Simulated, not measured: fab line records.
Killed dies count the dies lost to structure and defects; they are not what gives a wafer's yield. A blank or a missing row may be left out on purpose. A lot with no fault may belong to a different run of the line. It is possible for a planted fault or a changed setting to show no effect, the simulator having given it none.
fab line records	flow sky130
record: lots: 12	wafers: 36	last_day: 50
route steps=708 shown METAL1@434 VIA1@472 METAL2@484 PAD_OPEN@708
lots with no fault: from the same line, run without faults
start_h: hours from the record's first day to the start of the lot's first wafer shown	wait_h: hours elapsed since this lot's preceding step	" repeats the value in the row above	L1.1+2: one row covering several wafers at once	- no value, or no start was given	* or withheld: withheld	< > ~ a bound
route shown NAME@n: a module of which the file shows steps, and the number in the route of the first	usual: mean and standard deviation over wafers with no fault	same: alike in all rows	chamber/n: place in a boat	sites: each site's reading	_std_site: their standard deviation	_edge_site: the outer-site mean with the inner-site mean subtracted	radius_mm: how far each site lies from the wafer's centre	mask NAME#n: copy n	behind: tool/chamber where the wafer was last shaped	hold: cause of the lot's hold/its duration in hours/its outcome	device: the n, p or np transistor that did not switch	end of line: the same wafers' tests at the end of the route	a step with no rows: only its recipe	killed: not the wafer's yield, but the dies lost to structure and defects at the first sort	map: dies across one wafer; x = killed, . = not, _ = none there
set.NAME: the setting the step ran with; set.NAME@STEP: the setting that earlier step ran with	model.NAME: the simulator's own value behind a step, which no gauge read
a sample of lots followed through the steps of the route, with each step as a table and each wafer as a row
services: from which hour (start_h, from the record's first day; less than 0 if before it) a tool's chamber was out of use, for how many hours, and why
== steps ==
step: SKY_METAL1_SPUTTER_00
recipe: material: Ti	target_thk_nm: 15	power_w: 3000	time_s: 10	chamber_pressure_pa: 0.4
usual: throttle_valve_pct: 30.1/1.2
lot.wafer	tool	chamber	start_h	wait_h	throttle_valve_pct
L857.1	pvd_sputter-03	-	736.00	0.1	30.6
L857.2	"	-	"	"	29.1
L857.5	"	-	"	"	29.1
L859.3	pvd_sputter-03	-	754.63	0.2	29.0
L859.5	"	-	"	"	29.1
L859.6	"	-	"	"	31.5
L860.1	pvd_sputter-04	-	769.27	0.2	30.9
L860.4	"	-	"	"	30.6
L860.5	"	-	"	"	30.9
L861.2	pvd_sputter-03	-	771.02	0.1	31.0
L861.3	"	-	"	"	31.5
L861.5	"	-	"	"	30.8
L863.1	pvd_sputter-03	-	788.78	0.2	30.9
L863.2	"	-	"	"	30.8
L863.4	"	-	"	"	31.4
L864.4	pvd_sputter-04	-	795.51	0.1	30.4
L864.5	"	-	"	"	31.2
L864.6	"	-	"	"	30.5
L866.2	pvd_sputter-03	-	807.39	0.2	31.6
L866.3	"	-	"	"	30.7
L866.5	"	-	"	"	30.8
L868.3	pvd_sputter-01	-	828.91	0.2	27.8
L868.4	"	-	"	"	29.2
L868.6	"	-	"	"	29.9
L873.2	pvd_sputter-03	-	865.12	0.1	29.2
L873.4	"	-	"	"	31.7
L873.6	"	-	"	"	30.9
L876.1	pvd_sputter-03	-	880.70	0.2	30.8
L876.2	"	-	"	"	31.0
L876.4	"	-	"	"	31.5
L877.1	pvd_sputter-03	-	887.91	0.1	31.4
L877.4	"	-	"	"	29.2
L877.5	"	-	"	"	31.1
L880.1	pvd_sputter-03	-	918.97	0.1	30.9
L880.4	"	-	"	"	31.5
L880.6	"	-	"	"	31.6
step: SKY_VIA1_ETCH_14
recipe: chemistry: N2/H2	target: BARC	ion_energy_ev: 200	source_w: 500	bias_w: 100	pressure_mtorr: 30	n2_flow_sccm: 100	h2_flow_sccm: 200	stop_on: SiO2	time_s: 45.9	target_depth_a: 600
usual: drypump_motor_current_A: 5.6/0.39	oes_product_au: 0.853/0.005	throttle_valve_pct: 13.225/0.0093
lot.wafer	tool	chamber	start_h	wait_h	drypump_motor_current_A	oes_product_au	rf_hours_counter_h	throttle_valve_pct
L857.1	rie_diel-02	0	790.98	0.0	6.1	0.858	12	13.231
L857.2	"	3	"	"	5.6	0.860	11	13.225
L857.5	"	0	"	"	6.1	0.855	-	13.232
L859.3	rie_diel-01	3	810.12	0.0	6.0	0.848	12	13.240
L859.5	"	2	"	"	5.2	0.850	-	13.233
L859.6	"	3	"	"	6.0	0.849	-	13.236
L860.1	rie_diel-03	0	823.73	0.0	6.0	0.861	8	13.216
L860.4	"	1	"	"	4.9	0.858	5	13.220
L860.5	"	3	"	"	5.5	0.861	-	13.218
L861.2	rie_diel-01	1	825.78	0.0	5.1	0.846	2	13.221
L861.3	"	0	"	"	6.1	0.847	5	13.221
L861.5	"	0	"	"	6.1	0.864	-	13.229
L863.1	rie_diel-01	2	843.22	0.0	5.1	0.850	12	13.228
L863.2	"	1	"	"	5.1	0.842	2	13.224
L863.4	"	3	"	"	6.0	0.857	12	13.229
L864.4	rie_diel-02	2	849.82	0.0	5.6	0.856	21	13.220
L864.5	"	2	"	"	5.6	0.851	-	13.216
L864.6	"	3	"	"	5.6	0.850	-	13.236
L866.2	rie_diel-02	2	861.49	0.0	5.6	0.852	21	13.237
L866.3	"	3	"	"	5.6	0.853	13	13.214
L866.5	"	0	"	"	6.1	0.849	-	13.234
L868.3	rie_diel-03	1	882.25	0.0	5.0	0.851	6	13.227
L868.4	"	0	"	"	6.0	0.854	10	13.206
L868.6	"	2	"	"	5.9	0.845	-	13.227
L873.2	rie_diel-01	2	917.38	0.0	5.2	0.848	14	13.226
L873.4	"	0	"	"	6.1	0.843	-	13.234
L873.6	"	1	"	"	5.1	0.858	-	13.237
L876.1	rie_diel-02	3	933.25	0.0	5.7	0.856	16	13.225
L876.2	"	2	"	"	5.6	0.851	23	13.229
L876.4	"	1	"	"	5.6	0.851	13	13.223
L877.1	rie_diel-03	0	939.85	0.0	5.9	0.846	12	13.216
L877.4	"	2	"	"	5.9	0.854	4	13.214
L877.5	"	3	"	"	5.5	0.851	-	13.206
L880.1	rie_diel-01	3	970.22	0.0	6.0	0.855	15	13.227
L880.4	"	1	"	"	5.1	0.856	5	13.223
L880.6	"	0	"	"	6.1	0.853	-	13.238
step: SKY_METAL2_SPUTTER_01
recipe: material: TiN	target_thk_nm: 20	power_w: 6500	time_s: 16.7	chamber_pressure_pa: 0.4
usual: throttle_valve_pct: 29.7/1.2
lot.wafer	tool	chamber	start_h	wait_h	throttle_valve_pct
L857.1	pvd_sputter-02	-	792.32	0.0	29.6
L857.2	"	-	"	"	28.9
L857.5	"	-	"	"	27.8
L859.3	pvd_sputter-04	-	811.46	0.0	27.5
L859.5	"	-	"	"	30.4
L859.6	"	-	"	"	31.1
L860.1	pvd_sputter-03	-	825.11	0.0	30.8
L860.4	"	-	"	"	29.1
L860.5	"	-	"	"	29.2
L861.2	pvd_sputter-04	-	827.16	0.0	27.7
L861.3	"	-	"	"	31.0
L861.5	"	-	"	"	30.9
L863.1	pvd_sputter-03	-	844.61	0.0	30.7
L863.2	"	-	"	"	31.0
L863.4	"	-	"	"	29.1
L864.4	pvd_sputter-03	-	851.17	0.0	29.0
L864.5	"	-	"	"	31.6
L864.6	"	-	"	"	28.9
L866.2	pvd_sputter-03	-	862.84	0.0	30.5
L866.3	"	-	"	"	31.3
L866.5	"	-	"	"	30.9
L868.3	pvd_sputter-03	-	883.62	0.0	31.6
L868.4	"	-	"	"	30.7
L868.6	"	-	"	"	30.9
L873.2	pvd_sputter-02	-	920.19	0.0	29.9
L873.4	"	-	"	"	27.6
L873.6	"	-	"	"	28.9
L876.1	pvd_sputter-04	-	934.61	0.0	30.4
L876.2	"	-	"	"	30.8
L876.4	"	-	"	"	30.5
L877.1	pvd_sputter-02	-	941.25	0.0	29.0
L877.4	"	-	"	"	29.4
L877.5	"	-	"	"	29.7
L880.1	pvd_sputter-03	-	971.60	0.0	30.5
L880.4	"	-	"	"	29.1
L880.6	"	-	"	"	30.7
step: SKY_METAL2_SOFTBAKE_11
recipe: temp_c: 100	time_s: 90	resist: KrF-thick
usual: heater_power_total_W: 57.36/0.11	run_length_s: 119.14/0.19
lot.wafer	tool	chamber	start_h	wait_h	heater_power_total_W	run_length_s
L857.1	litho_track-01	0	806	-	57.36	119.33
L857.2	"	0	"	"	57.25	119.30
L857.5	"	0	"	"	57.26	119.33
L859.3	litho_track-03	0	824	-	57.30	118.90
L859.5	"	0	"	"	57.29	119.07
L859.6	"	0	"	"	57.37	118.87
L860.1	litho_track-01	0	838	-	57.19	119.23
L860.4	"	0	"	"	57.58	119.22
L860.5	"	0	"	"	57.24	119.38
L861.2	litho_track-04	0	839	-	57.46	119.37
L861.3	"	0	"	"	57.48	119.23
L861.5	"	0	840	-	57.40	119.15
L863.1	litho_track-01	0	858	-	57.24	119.43
L863.2	"	0	"	"	57.21	119.43
L863.4	"	0	"	"	57.33	119.46
L864.4	litho_track-03	0	864	-	57.41	118.86
L864.5	"	0	"	"	57.40	119.11
L864.6	"	0	"	"	57.31	118.98
L866.2	litho_track-04	0	874	-	57.42	119.05
L866.3	"	0	"	"	57.48	119.23
L866.5	"	0	875	-	57.22	118.99
L868.3	litho_track-03	0	896	-	57.29	118.82
L868.4	"	0	"	"	57.35	118.99
L868.6	"	0	"	"	57.21	118.85
L873.2	litho_track-03	0	932	-	62.30	99.11
L873.4	"	0	"	"	57.38	118.90
L873.6	"	0	"	"	62.16	99.37
L876.1	litho_track-04	0	947	-	57.45	119.17
L876.2	"	0	"	"	57.35	119.35
L876.4	"	0	"	"	57.32	119.03
L877.1	litho_track-04	0	953	-	57.33	119.28
L877.4	"	0	"	"	57.51	119.15
L877.5	"	0	"	"	57.54	119.29
L880.1	litho_track-04	0	982	-	57.52	119.09
L880.4	"	0	"	"	57.40	119.23
L880.6	"	0	"	"	57.59	119.14
step: SKY_PAD_OPEN_PROBE_99
usual: defect_limited_yield: 82.7/1.9	killed_at_M0_to_M3: 43/7.3	killed_at_M4_up: 3.1/1.7	killed_at_contacts: 25/5.3	killed_at_front_end: 14/4.1	killed_at_other: 0.3/0.56	killed_dies: 85/9.4	killed_open: 46/7.4	killed_short: 38/5.8	sort_bin_3_pad_short: 0.8/0.4	sort_bin_5_function: 10.2/1.5	sort_bin_6_memory: 6.2/1.2	sort_n_pass: 407/9.4	sort_yield_pct: 82.7/1.9
same: gross_dies: 492	killed_at_back_side: 0	sort_bin_4_leakage[%]: 0	sort_bin_8_speed[%]: 0
lot.wafer	tool	chamber	start_h	wait_h	defect_limited_yield[%]	killed_at_M0_to_M3	killed_at_M4_up	killed_at_contacts	killed_at_front_end	killed_at_other	killed_dies	killed_open	killed_short	sort_bin_3_pad_short[%]	sort_bin_5_function[%]	sort_bin_6_memory[%]	sort_n_pass	sort_yield_pct[%]
L857.1	prober-02	-	1076.63	0.1	82.1	41	2	24	20	1	88	50	37	0.4	10.6	6.9	404	82.1
L857.2	prober-02	-	1076.68	0.1	83.7	40	4	24	11	1	80	46	33	0.4	7.7	8.1	412	83.7
L857.5	prober-02	-	1076.83	0.2	84.3	33	5	24	13	2	77	49	27	0.4	8.3	6.9	415	84.3
L859.3	prober-01	-	1090.81	0.2	81.7	46	5	29	10	0	90	51	39	0.8	10.2	7.3	402	81.7
L859.5	prober-01	-	1090.91	0.2	83.7	41	1	27	11	0	80	47	33	0.6	9.6	6.1	412	83.7
L859.6	prober-01	-	1090.96	0.2	86.4	39	5	15	8	0	67	34	33	0.8	8.1	4.7	425	86.4
L861.2	prober-02	-	1102.21	0.1	82.9	35	3	30	14	2	84	44	38	1.0	11.2	4.9	408	82.9
L861.3	prober-02	-	1102.26	0.2	81.3	33	2	37	19	1	92	48	44	1.0	12.2	5.5	400	81.3
L861.5	prober-02	-	1102.36	0.2	81.3	47	1	28	15	1	92	48	42	2.0	9.8	6.9	400	81.3
L860.1	prober-01	-	1102.51	0.1	81.3	51	3	24	14	0	92	52	40	1.0	10.4	7.3	400	81.3
L860.4	prober-01	-	1102.66	0.2	80.5	57	3	17	18	1	96	58	38	0.8	11.0	7.7	396	80.5
L860.5	prober-01	-	1102.71	0.2	78.9	58	4	23	19	0	104	53	51	1.4	13.0	6.7	388	78.9
L863.1	prober-01	-	1118.15	0.1	82.9	50	2	20	12	0	84	46	38	0.6	10.6	5.9	408	82.9
L863.2	prober-01	-	1118.20	0.1	83.7	42	0	25	12	1	80	48	32	0.8	9.6	5.9	412	83.7
L863.4	prober-01	-	1118.30	0.2	84.3	40	2	26	8	1	77	43	33	1.2	9.1	5.3	415	84.3
L864.4	prober-02	-	1121.90	0.2	83.5	42	1	22	16	0	81	40	39	0.8	9.8	5.9	411	83.5
L864.5	prober-02	-	1121.95	0.2	81.1	54	3	20	15	1	93	50	39	1.0	12.2	5.7	399	81.1
L864.6	prober-02	-	1122.00	0.2	83.5	43	2	23	11	2	81	33	46	1.4	8.9	6.1	411	83.5
L866.2	prober-02	-	1131.09	0.1	81.1	52	0	25	15	1	93	43	50	1.0	10.4	7.5	399	81.1
L866.3	prober-02	-	1131.14	0.2	81.1	42	2	30	18	1	93	59	34	0.6	10.8	7.5	399	81.1
L866.5	prober-02	-	1131.24	0.2	82.5	47	3	19	16	1	86	46	40	1.0	10.4	6.1	406	82.5
L868.3	prober-02	-	1145.30	0.2	87.0	29	3	21	11	0	64	29	35	1.0	7.7	4.3	428	87.0
L868.4	prober-02	-	1145.35	0.2	83.1	48	6	17	12	0	83	38	44	0.8	10.4	5.7	409	83.1
L868.6	prober-02	-	1145.45	0.2	84.3	39	3	18	17	0	77	36	40	1.6	8.3	5.7	415	84.3
L873.2	prober-01	-	1169.36	0.1	84.8	37	0	28	10	0	75	40	35	0.4	9.6	5.3	417	84.8
L873.4	prober-01	-	1169.46	0.2	83.3	46	4	20	12	0	82	49	33	0.6	10.6	5.5	410	83.3
L873.6	prober-01	-	1169.56	0.2	82.5	43	3	22	18	0	86	49	37	1.0	9.1	7.3	406	82.5
L876.1	prober-02	-	1181.48	0.1	82.1	42	4	33	9	0	88	51	37	0.8	11.4	5.7	404	82.1
L876.2	prober-02	-	1181.53	0.1	83.1	42	1	22	18	0	83	46	37	0.8	8.9	7.1	409	83.1
L876.4	prober-02	-	1181.63	0.2	80.9	40	5	25	24	0	94	57	37	1.0	12.4	5.7	398	80.9
L877.1	prober-01	-	1185.30	0.1	83.7	34	2	26	17	1	80	46	34	0.8	9.3	6.1	412	83.7
L877.4	prober-01	-	1185.45	0.2	83.5	39	4	26	12	0	81	45	36	1.2	9.1	6.1	411	83.5
L877.5	prober-01	-	1185.50	0.2	80.3	36	4	32	25	0	97	45	52	1.0	11.2	7.5	395	80.3
L880.1	prober-01	-	1204.69	0.1	81.1	58	2	21	12	0	93	51	42	0.8	11.6	6.5	399	81.1
L880.4	prober-01	-	1204.84	0.2	83.3	50	2	17	13	0	82	37	45	0.4	11.6	4.7	410	83.3
L880.6	prober-01	-	1204.94	0.2	83.1	39	3	29	12	0	83	45	38	1.0	9.6	6.3	409	83.1
killed by level:class
L857.1 LI_CONTACT:geometric_particle:open=8 VIA1:geometric_particle:open=8 FIELD_ISO:geometric_particle:open=7 CONTACT:geometric_particle:open=7 METAL2:geometric_particle:short=7 VIA3:geometric_particle:open=7 METAL1:geometric_particle:short=6 CONTACT:geometric_particle:short=5
L857.2 CONTACT:geometric_particle:open=17 METAL2:geometric_particle:short=8 VIA1:geometric_particle:open=7 METAL1:geometric_particle:short=5 VIA2:geometric_particle:open=5 VIA3:geometric_particle:open=4 POLY_GATE:geometric_particle:short=3 LOCAL_INTERCONNECT:geometric_particle:short=3
L857.5 LI_CONTACT:geometric_particle:open=10 VIA1:geometric_particle:open=10 CONTACT:geometric_particle:open=9 FIELD_ISO:geometric_particle:short=5 VIA3:geometric_particle:open=5 CONTACT:geometric_particle:short=4 POLY_GATE:geometric_particle:open=3 METAL1:geometric_particle:open=3
L859.3 CONTACT:geometric_particle:open=10 VIA3:geometric_particle:open=9 VIA1:geometric_particle:open=9 LI_CONTACT:geometric_particle:open=7 VIA2:geometric_particle:open=6 VIA1:geometric_particle:short=6 METAL2:geometric_particle:short=6 CONTACT:geometric_particle:short=5
L859.5 LI_CONTACT:geometric_particle:open=10 CONTACT:geometric_particle:open=10 VIA1:geometric_particle:open=8 METAL2:geometric_particle:short=7 FIELD_ISO:geometric_particle:open=5 VIA2:geometric_particle:open=5 VIA3:geometric_particle:open=5 POLY_GATE:geometric_particle:short=4
L859.6 VIA1:geometric_particle:open=11 VIA2:geometric_particle:open=6 CONTACT:geometric_particle:short=5 METAL1:geometric_particle:short=5 VIA1:geometric_particle:short=4 FIELD_ISO:geometric_particle:short=3 FIELD_ISO:geometric_particle:open=3 LI_CONTACT:geometric_particle:open=3
L861.2 LI_CONTACT:geometric_particle:open=12 CONTACT:geometric_particle:open=7 METAL1:geometric_particle:short=7 VIA1:geometric_particle:open=6 VIA2:geometric_particle:open=6 LI_CONTACT:geometric_particle:short=5 CONTACT:geometric_particle:short=5 POLY_GATE:geometric_particle:short=4
L861.3 CONTACT:geometric_particle:open=13 LI_CONTACT:geometric_particle:open=7 VIA3:geometric_particle:short=7 FIELD_ISO:geometric_particle:short=6 VIA1:geometric_particle:open=6 FIELD_ISO:geometric_particle:open=5 LOCAL_INTERCONNECT:geometric_particle:short=5 CONTACT:geometric_particle:short=5
L861.5 LI_CONTACT:geometric_particle:open=11 VIA1:geometric_particle:open=11 METAL2:geometric_particle:short=9 CONTACT:geometric_particle:open=8 METAL1:geometric_particle:short=5 VIA1:geometric_particle:short=5 VIA3:geometric_particle:open=5 FIELD_ISO:geometric_particle:open=4
L860.1 VIA1:geometric_particle:open=17 CONTACT:geometric_particle:open=11 VIA1:geometric_particle:short=8 FIELD_ISO:geometric_particle:short=5 LI_CONTACT:geometric_particle:open=5 CONTACT:geometric_particle:short=5 VIA2:geometric_particle:open=5 VIA3:geometric_particle:open=5
L860.4 VIA1:geometric_particle:open=14 VIA3:geometric_particle:open=10 METAL2:geometric_particle:short=9 FIELD_ISO:geometric_particle:short=7 CONTACT:geometric_particle:open=7 LI_CONTACT:geometric_particle:open=7 VIA2:geometric_particle:open=6 METAL3:geometric_particle:short=4
L860.5 VIA2:geometric_particle:open=11 CONTACT:geometric_particle:open=9 METAL1:geometric_particle:short=9 VIA1:geometric_particle:open=7 LI_CONTACT:geometric_particle:open=7 VIA3:geometric_particle:open=7 FIELD_ISO:geometric_particle:open=6 VIA1:geometric_particle:short=6
L863.1 VIA1:geometric_particle:open=16 METAL1:geometric_particle:short=8 CONTACT:geometric_particle:open=7 VIA3:geometric_particle:short=6 CONTACT:geometric_particle:short=5 VIA1:geometric_particle:short=5 LI_CONTACT:geometric_particle:open=4 VIA2:geometric_particle:open=4
L863.2 CONTACT:geometric_particle:open=11 VIA1:geometric_particle:open=11 VIA2:geometric_particle:open=8 LI_CONTACT:geometric_particle:open=6 VIA3:geometric_particle:short=6 METAL1:geometric_particle:short=4 POLY_GATE:geometric_particle:open=3 POLY_GATE:geometric_particle:short=3
L863.4 CONTACT:geometric_particle:open=11 LI_CONTACT:geometric_particle:open=9 VIA1:geometric_particle:open=8 METAL2:geometric_particle:short=8 VIA2:geometric_particle:open=7 VIA1:geometric_particle:short=5 METAL1:geometric_particle:short=4 LI_CONTACT:geometric_particle:short=3
L864.4 VIA1:geometric_particle:open=13 POLY_GATE:geometric_particle:short=6 LI_CONTACT:geometric_particle:open=6 METAL1:geometric_particle:short=6 VIA3:geometric_particle:short=6 CONTACT:geometric_particle:short=5 CONTACT:geometric_particle:open=5 VIA3:geometric_particle:open=5
L864.5 VIA1:geometric_particle:open=12 VIA3:geometric_particle:open=10 METAL1:geometric_particle:short=8 CONTACT:geometric_particle:open=6 LI_CONTACT:geometric_particle:open=5 VIA2:geometric_particle:open=5 METAL2:geometric_particle:short=5 FIELD_ISO:geometric_particle:short=4
L864.6 VIA1:geometric_particle:open=9 VIA1:geometric_particle:short=7 LI_CONTACT:geometric_particle:open=6 VIA3:geometric_particle:short=6 CONTACT:geometric_particle:short=5 VIA3:geometric_particle:open=5 FIELD_ISO:geometric_particle:short=4 LI_CONTACT:geometric_particle:short=4
L866.2 METAL1:geometric_particle:short=12 CONTACT:geometric_particle:open=10 VIA2:geometric_particle:open=8 VIA3:geometric_particle:open=8 FIELD_ISO:geometric_particle:short=5 METAL3:geometric_particle:short=5 LI_CONTACT:geometric_particle:open=5 LOCAL_INTERCONNECT:geometric_particle:short=5
L866.3 CONTACT:geometric_particle:open=12 VIA1:geometric_particle:open=11 LI_CONTACT:geometric_particle:open=10 POLY_GATE:geometric_particle:open=6 VIA3:geometric_particle:short=6 VIA2:geometric_particle:open=5 FIELD_ISO:geometric_particle:open=4 METAL1:geometric_particle:short=4
L866.5 VIA1:geometric_particle:open=11 METAL1:geometric_particle:short=9 VIA2:geometric_particle:open=9 LI_CONTACT:geometric_particle:open=7 VIA3:geometric_particle:open=5 FIELD_ISO:geometric_particle:open=4 FIELD_ISO:geometric_particle:short=4 POLY_GATE:geometric_particle:short=4
L868.3 VIA1:geometric_particle:open=7 LI_CONTACT:geometric_particle:open=6 LOCAL_INTERCONNECT:geometric_particle:short=6 CONTACT:geometric_particle:open=5 VIA3:geometric_particle:open=4 FIELD_ISO:geometric_particle:short=3 CONTACT:geometric_particle:short=3 VIA2:geometric_particle:open=3
L868.4 CONTACT:geometric_particle:open=9 METAL1:geometric_particle:short=8 VIA1:geometric_particle:short=7 VIA1:geometric_particle:open=7 METAL4:geometric_particle:short=5 VIA3:geometric_particle:open=5 METAL2:geometric_particle:short=4 VIA3:geometric_particle:short=4
L868.6 METAL1:geometric_particle:short=9 VIA1:geometric_particle:open=8 CONTACT:geometric_particle:open=6 VIA1:geometric_particle:short=6 FIELD_ISO:geometric_particle:short=5 VIA2:geometric_particle:open=5 LOCAL_INTERCONNECT:geometric_particle:short=4 METAL2:geometric_particle:short=4
L873.2 CONTACT:geometric_particle:open=12 VIA1:geometric_particle:open=10 FIELD_ISO:geometric_particle:short=5 LI_CONTACT:geometric_particle:open=5 METAL1:geometric_particle:short=5 VIA3:geometric_particle:short=5 CONTACT:geometric_particle:short=4 VIA2:geometric_particle:open=4
L873.4 VIA1:geometric_particle:open=11 VIA2:geometric_particle:open=9 CONTACT:geometric_particle:short=6 CONTACT:geometric_particle:open=6 LI_CONTACT:geometric_particle:open=5 FIELD_ISO:geometric_particle:open=4 METAL2:geometric_particle:short=4 METAL1:geometric_particle:short=4
L873.6 VIA1:geometric_particle:open=11 CONTACT:geometric_particle:open=7 FIELD_ISO:geometric_particle:short=6 FIELD_ISO:geometric_particle:open=6 METAL2:geometric_particle:short=6 VIA3:geometric_particle:open=6 VIA2:geometric_particle:open=6 LI_CONTACT:geometric_particle:open=4
L876.1 VIA1:geometric_particle:open=13 CONTACT:geometric_particle:open=11 LI_CONTACT:geometric_particle:open=8 CONTACT:geometric_particle:short=7 VIA3:geometric_particle:open=6 METAL2:geometric_particle:short=5 LOCAL_INTERCONNECT:geometric_particle:short=4 VIA2:geometric_particle:open=4
L876.2 VIA1:geometric_particle:open=13 CONTACT:geometric_particle:open=11 METAL1:geometric_particle:short=7 POLY_GATE:geometric_particle:short=6 POLY_GATE:geometric_particle:open=6 VIA3:geometric_particle:open=5 CONTACT:geometric_particle:short=5 VIA2:geometric_particle:short=5
L876.4 CONTACT:geometric_particle:open=11 VIA1:geometric_particle:open=10 POLY_GATE:geometric_particle:open=8 VIA2:geometric_particle:open=7 VIA3:geometric_particle:open=7 POLY_GATE:geometric_particle:short=6 METAL1:geometric_particle:short=6 FIELD_ISO:geometric_particle:open=4
L877.1 VIA1:geometric_particle:open=8 LI_CONTACT:geometric_particle:open=8 POLY_GATE:geometric_particle:open=7 CONTACT:geometric_particle:open=7 VIA1:geometric_particle:short=5 VIA2:geometric_particle:open=5 LOCAL_INTERCONNECT:geometric_particle:short=4 CONTACT:geometric_particle:short=4
L877.4 METAL1:geometric_particle:short=9 LI_CONTACT:geometric_particle:open=9 VIA3:geometric_particle:open=9 CONTACT:geometric_particle:open=7 VIA1:geometric_particle:open=6 POLY_GATE:geometric_particle:open=5 CONTACT:geometric_particle:short=5 METAL3:geometric_particle:short=5
L877.5 CONTACT:geometric_particle:open=12 VIA1:geometric_particle:open=12 POLY_GATE:geometric_particle:short=9 CONTACT:geometric_particle:short=7 METAL2:geometric_particle:short=6 LI_CONTACT:geometric_particle:open=6 METAL1:geometric_particle:short=6 FIELD_ISO:geometric_particle:open=5
L880.1 VIA1:geometric_particle:open=13 VIA3:geometric_particle:open=12 CONTACT:geometric_particle:open=9 VIA1:geometric_particle:short=8 LI_CONTACT:geometric_particle:open=6 METAL1:geometric_particle:short=6 VIA2:geometric_particle:short=6 METAL2:geometric_particle:short=6
L880.4 VIA1:geometric_particle:open=11 METAL2:geometric_particle:short=10 LOCAL_INTERCONNECT:geometric_particle:short=7 METAL1:geometric_particle:short=7 CONTACT:geometric_particle:open=6 VIA1:geometric_particle:short=6 VIA3:geometric_particle:open=5 VIA2:geometric_particle:open=4
L880.6 VIA1:geometric_particle:open=11 CONTACT:geometric_particle:open=8 METAL1:geometric_particle:short=8 LI_CONTACT:geometric_particle:short=7 LI_CONTACT:geometric_particle:open=7 CONTACT:geometric_particle:short=5 METAL1:geometric_particle:open=4 VIA1:geometric_particle:short=4
== services ==
tool	chamber	start_h	hours	kind
rie_diel-01	1	742.14	-	clean
rie_diel-01	1	742.14	16.7	scheduled_down
rie_diel-01	1	742.14	16.7	vent_cycle
rie_diel-02	1	746.39	23.2	repair
rie_diel-01	0	748.79	12.0	repair
rie_diel-02	2	759.12	6.2	repair
pvd_sputter-01	-	778.26	2.4	repair
rie_diel-03	2	781.63	-	clean
rie_diel-03	2	781.63	24.5	scheduled_down
rie_diel-02	1	789.37	4.6	repair
pvd_sputter-02	-	792.97	1.8	repair
rie_diel-01	1	798.60	3.1	repair
rie_diel-01	-	819.23	2.8	pm
rie_diel-01	3	822.93	11.5	repair
rie_diel-02	0	851.50	2.8	repair
rie_diel-01	1	854.74	9.0	repair
rie_diel-01	3	917.23	13.5	repair
rie_diel-01	0	921.76	1.3	repair
pvd_sputter-04	-	929.15	1.2	repair
rie_diel-03	3	931.70	5.5	repair
rie_diel-02	-	959.69	2.8	pm
pvd_sputter-01	-	964.88	5.1	repair
pvd_sputter-01	-	975.40	0.6	repair
rie_diel-02	3	979.19	4.8	repair
== key ==
first_sign: step: SKY_METAL2_SOFTBAKE_11	reading: run_length_s	direction: down	sigmas: 99+	usual: *	struck: *
effect: step: SKY_METAL2_SOFTBAKE_11	reading: heater_power_total_W	direction: up	sigmas: 44	usual: *	struck: *
met_at SKY_METAL2_SOFTBAKE_11
struck_lots L873
struck_wafers L873.2,L873.6
not_acting_at SKY_METAL1_SPUTTER_00,SKY_VIA1_ETCH_14,SKY_METAL2_SPUTTER_01
onset_between 896 932
fault: kind: process_parameter_drift	tool: litho_track-03	chamber: -	onset_h: 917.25	steps: SKY_METAL2_SOFTBAKE_11	channel: time_s	offset: *	shape: step	end_h: 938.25	scope: struck_wafers_only	acts_in: *	stated: *
